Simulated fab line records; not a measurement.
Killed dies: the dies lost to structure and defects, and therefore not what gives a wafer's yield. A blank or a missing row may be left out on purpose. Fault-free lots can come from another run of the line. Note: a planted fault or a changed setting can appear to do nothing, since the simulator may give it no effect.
Chamber matching + flow sky130 + SKY_METAL4_ETCH_17 on rie diel-02: 4 sister chambers
The step etches SiO2 in C4F8/O2/Ar, stops on TiN, time 3.9 s, target depth 15 nm. 14 wafers are shown with their chamber, then 7 later ones without.

== WAFERS PAIRED WITH THEIR CHAMBERS ==
| wafer  | chamber | oes product au (a.u.) |
|--------|---------|-----------------------|
| L075.1 | 3       | 0.751                 |
| L075.4 | 0       | 0.764                 |
| L075.5 | 3       | 0.765                 |
| L077.4 | 3       | 0.758                 |
| L077.5 | 2       | 0.763                 |
| L077.6 | 3       | 0.772                 |
| L078.1 | 0       | 0.747                 |
| L078.3 | 1       | 0.752                 |
| L078.6 | 3       | 0.758                 |
| L083.2 | 1       | 0.766                 |
| L083.3 | 3       | 0.764                 |
| L083.4 | 3       | 0.769                 |
| L085.1 | 1       | 0.756                 |
| L085.2 | 3       | 0.761                 |

SIGNATURES (averages over the wafers above)
| reading        | chamber 0 | chamber 1 | chamber 2 | chamber 3 | scatter within a chamber |
|----------------|-----------|-----------|-----------|-----------|--------------------------|
| oes product au | 0.75550   | 0.75800   | 0.76300   | 0.76225   | 0.00751                  |
Rule: a wafer lies at a distance from a chamber equal to the root of the sum of squares, over the readings, of (its reading less the chamber's mean, divided by the reading's scatter). If the next closest chamber is less than 2 further off than the closest, the wafer can't be placed; otherwise it belongs to the closest. The scatter: take each reading less its chamber's mean, square it, sum over the shown wafers, divide by the number of wafers less the number of chambers, and take the root.

== WAFERS WITHOUT THEIR CHAMBER ==
| wafer  | oes product au (a.u.) |
|--------|-----------------------|
| L085.3 | 0.754                 |
| L085.4 | 0.759                 |
| L085.5 | 0.762                 |
| L085.6 | 0.770                 |
| L096.2 | 0.760                 |
| L096.4 | 0.767                 |
| L096.6 | 0.766                 |

== WHICH CHAMBER EACH ONE RAN IN ==
| wafer  | from the rows above               | in truth |
|--------|-----------------------------------|----------|
| L085.3 | can't be placed: 0 or 1 or 3 or 2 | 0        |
| L085.4 | can't be placed: 1 or 3 or 0 or 2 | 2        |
| L085.5 | can't be placed: 3 or 2 or 1 or 0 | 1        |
| L085.6 | can't be placed: 2 or 3 or 1 or 0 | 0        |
| L096.2 | can't be placed: 1 or 3 or 2 or 0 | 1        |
| L096.4 | can't be placed: 2 or 3 or 1 or 0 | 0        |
| L096.6 | can't be placed: 2 or 3 or 1 or 0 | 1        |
Placed correctly: 0 of 7. These rows do not allow placing 7 (true chamber among the candidates in 7). Wrongly placed: 0.
